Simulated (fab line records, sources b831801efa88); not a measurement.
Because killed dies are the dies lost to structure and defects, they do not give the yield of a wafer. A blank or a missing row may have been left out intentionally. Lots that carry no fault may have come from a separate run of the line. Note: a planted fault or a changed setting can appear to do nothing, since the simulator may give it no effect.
Struck lot and sound lot, side by side + flow gf180mcu + 18 steps out of a route of 602
Sound: the wafers L469.3, L469.4, L469.6. Struck: wafers L474.1, L474.2, L474.6. The cause is given at the end.
Per side, at each step with rows, come the tool, then ch with its chambers, and then its first start. Under that, the readings that differ: sound wafers + struck wafers + difference of the means + sigmas: that difference in standard deviations of wafers without a fault.
alike: readings whose means differ by less than 2 such deviations, and words and numbers that are the same on both sides. not compared: withheld readings, readings that some wafer has no value for, bounds like >300 that may hide the same value, and numbers for which the record gives no deviation and whose values overlap.
The two part at a step that has a row with sigmas, a row that says differs or no value, or rows on one side only. Numbers that have no deviation but don't overlap get no sigmas and don't part them. Lack of a reading on every wafer of one side parts them only where that side has two or more wafers.

first, 3 steps without rows for these wafers: GF_V2_EXPOSE_11 (exposes mask Via2, target cd 260 nm); GF_V2_PEB_12 (peb time 90 s); GF_V2_DEVELOP_13 (develop time 60 s).
GF_V2_CD_MEAS_14: target cd 260 nm.
  sound: cd sem-02 at day 21 01:29; struck: cd sem-02 at day 22 21:44
  alike: cd nm
GF_V2_OVL_MEAS_15:
  sound: overlay-01 at day 21 01:35; struck: overlay-01 at day 22 21:52
  alike: V2_OVL
GF_V2_ETCH_16: etches BARC in N2/H2.
  sound on rie diel-02 ch 0,3, day 21 01:37; struck on rie diel-02 ch 0,3, day 22 21:54
  alike: bias w, chamber pressure mTorr, drypump motor current A, h2 flow sccm, oes product au, throttle valve pct
GF_V2_ETCH_17: etches SiO2 in C4F8/O2/Ar, stops on TiN, target depth 630 nm.
  sound on rie diel-02 ch 0,3; struck on rie diel-02 ch 0,3
  alike: bias w, chamber pressure mTorr, oes product au
GF_V2_STRIP_18: strips in O2/N2.
  sound on plasma asher-03 ch 0,1, day 21 01:46; struck on plasma asher-04 ch 0,1, day 22 22:02
  alike: chamber pressure mTorr, drypump motor current A, heater power w, oes product au
  not compared: rf hours counter h
then, 2 steps without rows for these wafers: GF_V2_STRIP_19 (strips in post etch residue remover, time 1200 s); GF_V2_CLEAN_20 (cleans in DIW).
GF_V2_SPUTTER_21: material Ti, target thk 15 nm, time 80.02 s.
  sound: pvd sputter-03 at day 21 02:16; struck: pvd sputter-04 at day 22 22:35
  alike: cathode dc power W, throttle valve pct
GF_V2_SPUTTER_22: material TiN, target thk 10 nm, time 40 s.
  sound: pvd sputter-03 at day 21 02:20; struck: pvd sputter-04 at day 22 22:38
  alike: cathode dc power W, throttle valve pct
GF_V2_CVD_23: deposits W, target thk 350 nm, time 104.94 s.
  sound on cvd w-02 ch 0,1, day 21 02:25; struck on cvd w-01 ch 0,1, day 22 22:41
| reading                          | sound                | struck               | difference | sigmas |
|----------------------------------|----------------------|----------------------|------------|--------|
| susceptor temp C (C)             | 400.18 399.93 399.79 | 387.13 386.74 387.01 | -13.01     | -62    |
| model.W_of_V2_CVD_23.thk nm (nm) | 355.8 356.9 355.5    | 270.3 277.8 270.2    | -83.3      |        |
  alike: heater power w
GF_V2_RS_MEAS_24: a four-point-probe measurement.
  sound: film metro-03 at day 21 02:31; struck: film metro-04 at day 22 22:47
| reading          | sound             | struck            | difference | sigmas |
|------------------|-------------------|-------------------|------------|--------|
| V2_W_RS (ohm/sq) | 0.322 0.320 0.322 | 0.424 0.413 0.425 | +0.099     | +27    |
GF_V2_THK_MEAS_25: measures by xrf.
  sound: film metro-03 at day 21 02:37; struck: film metro-04 at day 22 22:55
| reading       | sound       | struck      | difference | sigmas |
|---------------|-------------|-------------|------------|--------|
| V2_W_THK (nm) | 351 352 352 | 268 276 267 | -81        | -14    |
GF_V2_CMP_26: polishes, stops on SiO2, t overpolish 15 s, target thk 0 nm.
  sound on cmp-01 ch 0,2, day 21 02:51; struck on cmp-02 ch 0,1,3, day 22 22:58
| reading                | sound    | struck   | difference | sigmas |
|------------------------|----------|----------|------------|--------|
| time to endpoint s (s) | 91 87 89 | 70 66 65 | -22        | -6     |
  alike: motor current A
then, 1 step without rows for these wafers: GF_M3_SPUTTER_00 (material Ti, target thk 37.5 nm, time 150 s).
GF_PASSIVATION_PROBE_99:
  the record holds rows for the sound wafers here (prober-01, day 29 17:19) but none for the struck ones

WHERE THEY PART
First at GF_V2_CVD_23; last, within this record, at GF_PASSIVATION_PROBE_99.

WHY: what the simulator had put in
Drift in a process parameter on cvd w-01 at GF_V2_CVD_23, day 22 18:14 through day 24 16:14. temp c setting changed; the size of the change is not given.
